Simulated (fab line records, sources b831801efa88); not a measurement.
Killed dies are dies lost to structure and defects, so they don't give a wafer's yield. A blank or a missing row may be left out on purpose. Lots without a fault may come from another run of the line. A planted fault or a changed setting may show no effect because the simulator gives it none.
Which tool did it? | flow gf180mcu | 24 lots, 72 wafers sampled, at 5 steps of a route of 602

WHAT THE GAUGES READ, wafer by wafer
GF_M1_RS_MEAS_05: measures by four-point-probe. Usual: M1_ALCU_RS 0.0694 ohm/sq, standard deviation 0.00093.
lot  | measured     | on            | M1_ALCU_RS (ohm/sq)  | flag
L074 | day 15 23:42 | film_metro-03 | 0.0691 0.0696 0.0699 |
L075 | day 16 20:11 | film_metro-01 | 0.0694 0.0696 0.0681 |
L076 | day 16 23:03 | film_metro-04 | 0.0702 0.0687 0.0697 |
L077 | day 17 01:56 | film_metro-01 | 0.0689 0.0703 0.0685 |
L078 | day 17 20:48 | film_metro-03 | 0.0700 0.0700 0.0689 |
L080 | day 18 09:26 | film_metro-03 | 0.0696 0.0690 0.0694 |
L079 | day 18 11:28 | film_metro-04 | 0.0694 0.0695 0.0695 |
L081 | day 18 19:40 | film_metro-03 | 0.0693 0.0710 0.0696 |
L082 | day 19 05:49 | film_metro-04 | 0.0688 0.0684 0.0690 |
L083 | day 19 17:52 | film_metro-03 | 0.0682 0.0690 0.0687 |
L084 | day 19 22:37 | film_metro-03 | 0.0705 0.0701 0.0700 |
L085 | day 20 08:43 | film_metro-03 | 0.0690 0.0690 0.0686 |
L086 | day 20 17:28 | film_metro-03 | 0.0688 0.0691 0.0675 |
L087 | day 21 01:10 | film_metro-01 | 0.0690 0.0697 0.0697 |
L088 | day 21 08:59 | film_metro-01 | 0.0698 0.0684 0.0704 |
L089 | day 21 15:15 | film_metro-01 | 0.0704 0.0709 0.0691 |
L090 | day 22 00:31 | film_metro-04 | 0.0695 0.0703 0.0689 |
L091 | day 22 07:50 | film_metro-03 | 0.0696 0.0690 0.0691 |
L092 | day 22 19:46 | film_metro-04 | 0.0683 0.0687 0.0714 |
L093 | day 23 00:55 | film_metro-04 | 0.0685 0.0698 0.0700 |
L094 | day 23 06:59 | film_metro-01 | 0.0681 0.0690 0.0675 |
L095 | day 23 14:46 | film_metro-03 | 0.0706 0.0692 0.0692 |
L096 | day 23 22:41 | film_metro-03 | 0.0704 0.0691 0.0707 |
L097 | day 24 06:20 | film_metro-01 | 0.0687 0.0709 0.0706 |

GF_V1_RS_MEAS_24: measures by four-point-probe. Usual: V1_W_RS 0.326 ohm/sq, standard deviation 0.004.
lot  | measured     | on            | V1_W_RS (ohm/sq)  | flag
L074 | day 18 00:29 | film_metro-03 | 0.323 0.329 0.333 |
L075 | day 18 21:49 | film_metro-02 | 0.329 0.324 0.324 |
L076 | day 19 00:40 | film_metro-03 | 0.329 0.324 0.323 |
L077 | day 19 03:23 | film_metro-01 | 0.320 0.326 0.323 |
L078 | day 19 23:36 | film_metro-01 | 0.328 0.326 0.323 |
L080 | day 20 12:03 | film_metro-01 | 0.325 0.319 0.322 |
L079 | day 20 14:59 | film_metro-02 | 0.331 0.335 0.330 |
L081 | day 20 23:15 | film_metro-01 | 0.326 0.333 0.333 |
L082 | day 21 09:12 | film_metro-02 | 0.329 0.328 0.335 |
L083 | day 21 20:50 | film_metro-03 | 0.327 0.326 0.328 |
L084 | day 22 01:49 | film_metro-03 | 0.328 0.325 0.324 |
L085 | day 22 11:58 | film_metro-02 | 0.326 0.330 0.330 |
L086 | day 22 19:46 | film_metro-02 | 0.325 0.325 0.324 |
L087 | day 23 02:50 | film_metro-01 | 0.321 0.322 0.330 |
L088 | day 23 09:44 | film_metro-02 | 0.327 0.325 0.324 |
L089 | day 23 15:05 | film_metro-02 | 0.328 0.322 0.327 |
L090 | day 24 00:49 | film_metro-01 | 0.330 0.336 0.331 |
L091 | day 24 08:01 | film_metro-01 | 0.324 0.325 0.318 |
L092 | day 24 19:25 | film_metro-01 | 0.321 0.323 0.320 |
L093 | day 24 23:59 | film_metro-03 | 0.327 0.321 0.327 |
L094 | day 25 06:01 | film_metro-01 | 0.326 0.328 0.330 |
L095 | day 25 13:50 | film_metro-02 | 0.324 0.322 0.325 |
L096 | day 25 19:50 | film_metro-03 | 0.325 0.323 0.325 |
L097 | day 26 03:42 | film_metro-01 | 0.325 0.325 0.325 |

GF_V2_RS_MEAS_24: measures by four-point-probe. Usual: V2_W_RS 0.332 ohm/sq, standard deviation 0.0041.
lot  | measured     | on            | V2_W_RS (ohm/sq)  | flag
L074 | day 20 03:07 | film_metro-04 | 0.334 0.332 0.336 |
L075 | day 21 01:06 | film_metro-04 | 0.341 0.333 0.337 |
L076 | day 21 04:37 | film_metro-04 | 0.333 0.328 0.331 |
L077 | day 21 07:37 | film_metro-01 | 0.336 0.330 0.339 |
L078 | day 22 03:45 | film_metro-04 | 0.326 0.329 0.326 |
L080 | day 22 15:05 | film_metro-01 | 0.328 0.333 0.330 |
L079 | day 22 18:20 | film_metro-01 | 0.326 0.332 0.329 |
L081 | day 23 02:17 | film_metro-04 | 0.342 0.329 0.327 |
L082 | day 23 11:14 | film_metro-04 | 0.332 0.331 0.331 |
L083 | day 23 22:44 | film_metro-02 | 0.340 0.331 0.339 |
L084 | day 24 02:56 | film_metro-02 | 0.335 0.334 0.334 |
L085 | day 24 12:07 | film_metro-01 | 0.333 0.334 0.334 |
L086 | day 24 20:19 | film_metro-01 | 0.327 0.330 0.327 |
L087 | day 25 02:11 | film_metro-04 | 0.340 0.332 0.331 |
L088 | day 25 09:41 | film_metro-04 | 0.329 0.335 0.333 |
L089 | day 25 14:04 | film_metro-04 | 0.326 0.326 0.325 |
L090 | day 25 23:11 | film_metro-02 | 0.330 0.331 0.334 |
L091 | day 26 06:40 | film_metro-01 | 0.341 0.340 0.339 |
L092 | day 26 16:59 | film_metro-04 | 0.327 0.330 0.330 |
L093 | day 26 21:42 | film_metro-02 | 0.334 0.335 0.333 |
L094 | day 27 03:10 | film_metro-02 | 0.333 0.329 0.334 |
L095 | day 27 10:44 | film_metro-01 | 0.328 0.331 0.327 |
L096 | day 27 17:28 | film_metro-01 | 0.330 0.334 0.330 |
L097 | day 27 23:53 | film_metro-04 | 0.336 0.334 0.332 |

GF_V4_THK_MEAS_03. Usual: V4_CVD_02_THK 858 nm, standard deviation 12.
lot  | measured     | on            | V4_CVD_02_THK (nm) | flag
L074 | day 23 07:14 | film_metro-04 | 858 855 862        |
L075 | day 24 04:28 | film_metro-04 | 854 845 853        |
L076 | day 24 06:38 | film_metro-02 | 853 869 867        |
L077 | day 24 09:49 | film_metro-02 | 858 870 869        |
L078 | day 25 04:54 | film_metro-01 | 881 871 851        |
L080 | day 25 14:40 | film_metro-04 | 829 854 833        |
L079 | day 25 18:13 | film_metro-01 | 842 869 864        |
L081 | day 26 00:18 | film_metro-02 | 852 838 851        |
L082 | day 26 09:28 | film_metro-02 | 865 854 880        |
L083 | day 26 19:29 | film_metro-01 | 851 856 888        |
L084 | day 27 00:00 | film_metro-04 | 856 856 865        |
L085 | day 27 08:14 | film_metro-02 | 853 869 859        |
L086 | day 27 15:37 | film_metro-02 | 841 853 871        |
L087 | day 27 21:29 | film_metro-04 | 856 855 859        |
L088 | day 28 03:09 | film_metro-04 | 840 843 838        |
L089 | day 28 08:40 | film_metro-02 | 844 853 856        |
L090 | day 28 17:06 | film_metro-01 | 839 854 833        |
L091 | day 29 00:18 | film_metro-01 | 856 844 853        |
L092 | day 29 08:21 | film_metro-04 | 848 871 877        |
L093 | day 29 13:44 | film_metro-04 | 835 860 852        |
L094 | day 29 19:23 | film_metro-01 | 869 869 867        |
L095 | day 30 01:28 | film_metro-04 | 855 858 877        |
L096 | day 30 07:10 | film_metro-02 | 849 862 866        |
L097 | day 30 13:19 | film_metro-02 | 837 843 856        |

WHICH TOOL RAN EACH LOT (tool, then ch and the chambers of the sampled wafers, then the start)
lot  | GF_M2_SPUTTER_03
L074 | pvd_sputter-02, day 18 01:07
L075 | pvd_sputter-02, day 18 22:28
L076 | pvd_sputter-02, day 19 01:17
L077 | pvd_sputter-02, day 19 04:10
L078 | pvd_sputter-03, day 20 00:14
L080 | pvd_sputter-02, day 20 12:41
L079 | pvd_sputter-02, day 20 15:35
L081 | pvd_sputter-03, day 20 23:54
L082 | pvd_sputter-01, day 21 09:50
L083 | pvd_sputter-03, day 21 21:29
L084 | pvd_sputter-03, day 22 02:27
L085 | pvd_sputter-02, day 22 12:35
L086 | pvd_sputter-03, day 22 20:24
L087 | pvd_sputter-03, day 23 03:29
L088 | pvd_sputter-03, day 23 10:23
L089 | pvd_sputter-02, day 23 15:41
L090 | pvd_sputter-03, day 24 01:28
L091 | pvd_sputter-02, day 24 08:40
L092 | pvd_sputter-02, day 24 20:01
L093 | pvd_sputter-03, day 25 00:35
L094 | pvd_sputter-02, day 25 06:36
L095 | pvd_sputter-02, day 25 14:27
L096 | pvd_sputter-03, day 25 20:26
L097 | pvd_sputter-02, day 26 04:20
- GF_M2_SPUTTER_03: material Ti, target thk 10 nm, time 6.7 s.

WHAT THE TOOLS THEMSELVES READ (means of the sampled wafers that have a number; where no wafer has one, the mark that the record gives instead)
GF_M2_SPUTTER_03. Usual: throttle_valve_pct 30.0 %, standard deviation 0.97.
lot  | tool           | throttle_valve_pct (%) | flag
L074 | pvd_sputter-02 | 30.1                   |
L075 | pvd_sputter-02 | 30.9                   |
L076 | pvd_sputter-02 | 28.8                   |
L077 | pvd_sputter-02 | 30.2                   |
L078 | pvd_sputter-03 | 30.2                   |
L080 | pvd_sputter-02 | 29.7                   |
L079 | pvd_sputter-02 | 30.8                   |
L081 | pvd_sputter-03 | 30.2                   |
L082 | pvd_sputter-01 | 29.0                   |
L083 | pvd_sputter-03 | 30.2                   |
L084 | pvd_sputter-03 | 30.0                   |
L085 | pvd_sputter-02 | 30.8                   |
L086 | pvd_sputter-03 | 30.5                   |
L087 | pvd_sputter-03 | 30.1                   |
L088 | pvd_sputter-03 | 29.7                   |
L089 | pvd_sputter-02 | 29.8                   |
L090 | pvd_sputter-03 | 29.8                   |
L091 | pvd_sputter-02 | 30.7                   |
L092 | pvd_sputter-02 | 30.4                   |
L093 | pvd_sputter-03 | 29.8                   |
L094 | pvd_sputter-02 | 29.1                   |
L095 | pvd_sputter-02 | 29.9                   |
L096 | pvd_sputter-03 | 29.5                   |
L097 | pvd_sputter-02 | 29.9                   |

THE ANSWER, worked out from the rows above alone
Rule: a lot is off if the mean of its wafers that have a number lies more than 3 standard deviations from the usual mean. A lot without any number at a reading at which 4 lots or more have one is off too. The other lots that the step has rows for count as sound. The gauges are gone through in route order, then the tools' own readings, and for those a lot's mean is taken as printed above. The first step at which some lot is off is used, and at that step the reading that is off furthest; a lot without a number counts as furthest.
No lot is off at any reading shown: from this, nothing can be told.

WHAT THE SIMULATOR HAD PUT IN
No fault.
